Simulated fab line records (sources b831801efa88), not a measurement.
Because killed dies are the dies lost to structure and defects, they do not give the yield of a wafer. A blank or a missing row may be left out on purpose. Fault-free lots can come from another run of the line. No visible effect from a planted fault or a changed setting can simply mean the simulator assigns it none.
Which tool was responsible? | flow gf180mcu | Sampling: 7 lots, 21 wafers, 7 of 602 route steps

WHAT THE GAUGES READ, wafer by wafer
GF_PSD_TW_MEAS_11. Usual: PSD_TW gives 3200 (standard deviation 39).
lot  | measured     | on           | PSD_TW         | flag
L478 | day 13 17:17 | filmMetro-02 | 3226 3228 3239 | 
L479 | day 14 21:08 | filmMetro-03 | 3218 3225 3214 | 
L480 | day 15 12:50 | filmMetro-03 | 3220 3209 3222 | 
L481 | day 15 14:08 | filmMetro-01 | 3159 3134 3142 | 
L482 | day 16 04:01 | filmMetro-03 | 3198 3206 3209 | 
L489 | day 18 15:38 | filmMetro-01 | 2121 2128 2128 | OFF
L490 | day 18 21:52 | filmMetro-02 | 2199 2192 2203 | OFF

GF_PSD_RS_MEAS_15: measurement is done with a four-point probe. Usual: PSD_RS gives 108.50 ohm/sq (standard deviation 0.24).
lot  | measured     | on           | PSD_RS (ohm/sq)      | flag
L478 | day 13 17:36 | filmMetro-02 | 108.31 108.50 108.40 | 
L479 | day 14 21:28 | filmMetro-01 | 108.40 108.46 108.37 | 
L480 | day 15 13:09 | filmMetro-02 | 108.43 108.43 108.60 | 
L481 | day 15 14:27 | filmMetro-03 | 108.61 108.46 108.43 | 
L482 | day 16 04:19 | filmMetro-03 | 108.29 108.58 108.45 | 
L489 | day 18 15:56 | filmMetro-01 | 78.90 79.06 78.98    | OFF
L490 | day 18 22:14 | filmMetro-01 | 79.04 78.77 78.61    | OFF

GF_M3_RS_MEAS_05: measurement is done with a four-point probe. Usual: M3_ALCU_RS gives 0.0697 ohm/sq (standard deviation 0.00096).
lot  | measured     | on           | M3_ALCU_RS (ohm/sq)  | flag
L478 | day 19 19:24 | filmMetro-02 | 0.0689 0.0692 0.0693 | 
L479 | day 21 04:44 | filmMetro-03 | 0.0700 0.0688 0.0683 | 
L480 | day 21 20:13 | filmMetro-02 | 0.0689 0.0690 0.0707 | 
L481 | day 21 21:52 | filmMetro-03 | 0.0685 0.0684 0.0684 | 
L482 | day 22 13:35 | filmMetro-01 | 0.0702 0.0717 0.0699 | 
L489 | day 25 00:42 | filmMetro-02 | 0.0683 0.0694 0.0699 | 
L490 | day 25 05:16 | filmMetro-01 | 0.0710 0.0705 0.0694 | 

EACH LOT AND THE TOOL THAT RAN IT (in order: tool; ch and the chambers of the sampled wafers; start)
lot  | GF_PSD_IMPLANT_09               | GF_PSD_STRIP_10                     | GF_CONTACT_ETCH_17                           | GF_M3_SPUTTER_00
L478 | implanter-01 ch 0, day 13 17:02 | plasmaAsher-01 ch 0,1, day 13 17:11 | rieDiel-03 ch 0,2,3, day 19 19:11 or earlier | pvdSputter-01, day 19 19:11
L479 | implanter-01 ch 0, day 14 20:55 | plasmaAsher-02 ch 0,1, day 14 21:02 | rieDiel-03 ch 0,3, day 21 04:30 or earlier   | pvdSputter-03, day 21 04:30
L480 | implanter-02 ch 0, day 15 12:35 | plasmaAsher-04 ch 0,1, day 15 12:44 | rieDiel-03 ch 0,1,3, day 21 19:59 or earlier | pvdSputter-03, day 21 19:59
L481 | implanter-02 ch 0, day 15 13:53 | plasmaAsher-02 ch 0,1, day 15 14:02 | rieDiel-03 ch 0,1,2, day 21 21:38 or earlier | pvdSputter-02, day 21 21:38
L482 | implanter-03 ch 0, day 16 03:41 | plasmaAsher-02 ch 0,1, day 16 03:50 | rieDiel-02 ch 1,3, day 22 13:22 or earlier   | pvdSputter-01, day 22 13:22
L489 | implanter-02 ch 0, day 18 15:23 | plasmaAsher-02 ch 0,1, day 18 15:32 | rieDiel-02 ch 0,1,2, day 25 00:28 or earlier | pvdSputter-01, day 25 00:28
L490 | implanter-01 ch 0, day 18 21:40 | plasmaAsher-01 ch 0,1, day 18 21:46 | rieDiel-03 ch 0,2,3, day 25 04:58 or earlier | pvdSputter-01, day 25 04:58
- GF_PSD_IMPLANT_09
- GF_PSD_STRIP_10: strips in O2/N2.
- GF_CONTACT_ETCH_17: etches SiO2 in C4F8/O2/Ar, stops on CoSi2, target depth 860 nm.
- GF_M3_SPUTTER_00: material Ti, target thk 37.5 nm, time 150 s.

WHAT THE TOOLS THEMSELVES READ (means of the sampled wafers that have a number; where no wafer has one, the mark that the record gives instead)
GF_PSD_IMPLANT_09. Usual: endStationPressureTorr reads 1.17e-05 Torr (standard deviation 5.8e-07).
lot  | tool         | endStationPressureTorr (Torr) | flag
L478 | implanter-01 | 1.15e-05                      | 
L479 | implanter-01 | 1.14e-05                      | 
L480 | implanter-02 | 1.20e-05                      | 
L481 | implanter-02 | 1.18e-05                      | 
L482 | implanter-03 | 1.15e-05                      | 
L489 | implanter-02 | 1.20e-05                      | 
L490 | implanter-01 | 1.13e-05                      | 

GF_PSD_STRIP_10. Usual: drypumpMotorCurrentA 5.9 A, standard deviation 0.35; heaterPowerW 346 W, standard deviation 27; oesProductAu 0.592 a.u., standard deviation 0.0048; stripTimeToEndpointS 16.53 s, standard deviation 0.03.
lot  | tool           | drypumpMotorCurrentA (A) | heaterPowerW (W) | oesProductAu (a.u.) | stripTimeToEndpointS (s) | flag
L478 | plasmaAsher-01 | 6.3                      | 343              | 0.592               | 16.54                    | 
L479 | plasmaAsher-02 | 5.7                      | 356              | 0.598               | 16.51                    | 
L480 | plasmaAsher-04 | 5.7                      | 354              | 0.593               | 16.49                    | 
L481 | plasmaAsher-02 | 5.7                      | 338              | 0.591               | 16.51                    | 
L482 | plasmaAsher-02 | 5.7                      | 335              | 0.591               | 16.51                    | 
L489 | plasmaAsher-02 | 5.7                      | 340              | 0.632               | 14.78                    | OFF
L490 | plasmaAsher-01 | 6.2                      | 340              | 0.636               | 14.84                    | OFF

GF_CONTACT_ETCH_17. Usual: oesProductAu reads 0.814 a.u. (standard deviation 0.0048).
lot  | tool       | oesProductAu (a.u.) | flag
L478 | rieDiel-03 | 0.814               | 
L479 | rieDiel-03 | 0.816               | 
L480 | rieDiel-03 | 0.818               | 
L481 | rieDiel-03 | 0.811               | 
L482 | rieDiel-02 | 0.813               | 
L489 | rieDiel-02 | 0.817               | 
L490 | rieDiel-03 | 0.811               | 

GF_M3_SPUTTER_00. Usual: throttleValvePct reads 29.8 % (standard deviation 0.95).
lot  | tool          | throttleValvePct (%) | flag
L478 | pvdSputter-01 | 29.9                 | 
L479 | pvdSputter-03 | 28.7                 | 
L480 | pvdSputter-03 | 29.3                 | 
L481 | pvdSputter-02 | 31.2                 | 
L482 | pvdSputter-01 | 29.4                 | 
L489 | pvdSputter-01 | 29.8                 | 
L490 | pvdSputter-01 | 29.6                 | 

THE ANSWER, worked out from the rows above alone
Rule: lot off if the mean of its wafers having a number is beyond 3 standard deviations from the usual mean. Also off: a lot with no number at a reading for which 4 or more lots have one. Any other lot the step has rows for is counted as sound. The gauges are gone through in route order, then the tools' own readings, and for those a lot's mean is taken as printed above. At the first step where some lot is off, the reading lying furthest off is the one used; lots without a number count as furthest.
Off: at GF_PSD_TW_MEAS_11 (PSD_TW), L489, L490.
A tool fits if, at a process step before that reading, it ran every lot that is off, and no sound lot after the first of them. Not tried: the gauges at GF_PSD_TW_MEAS_11; whatever is off there is also off at GF_PSD_STRIP_10, on other tools, and gauge error can't account for it. Of those tried, none fits.

WHAT WAS PUT IN BY THE SIMULATOR
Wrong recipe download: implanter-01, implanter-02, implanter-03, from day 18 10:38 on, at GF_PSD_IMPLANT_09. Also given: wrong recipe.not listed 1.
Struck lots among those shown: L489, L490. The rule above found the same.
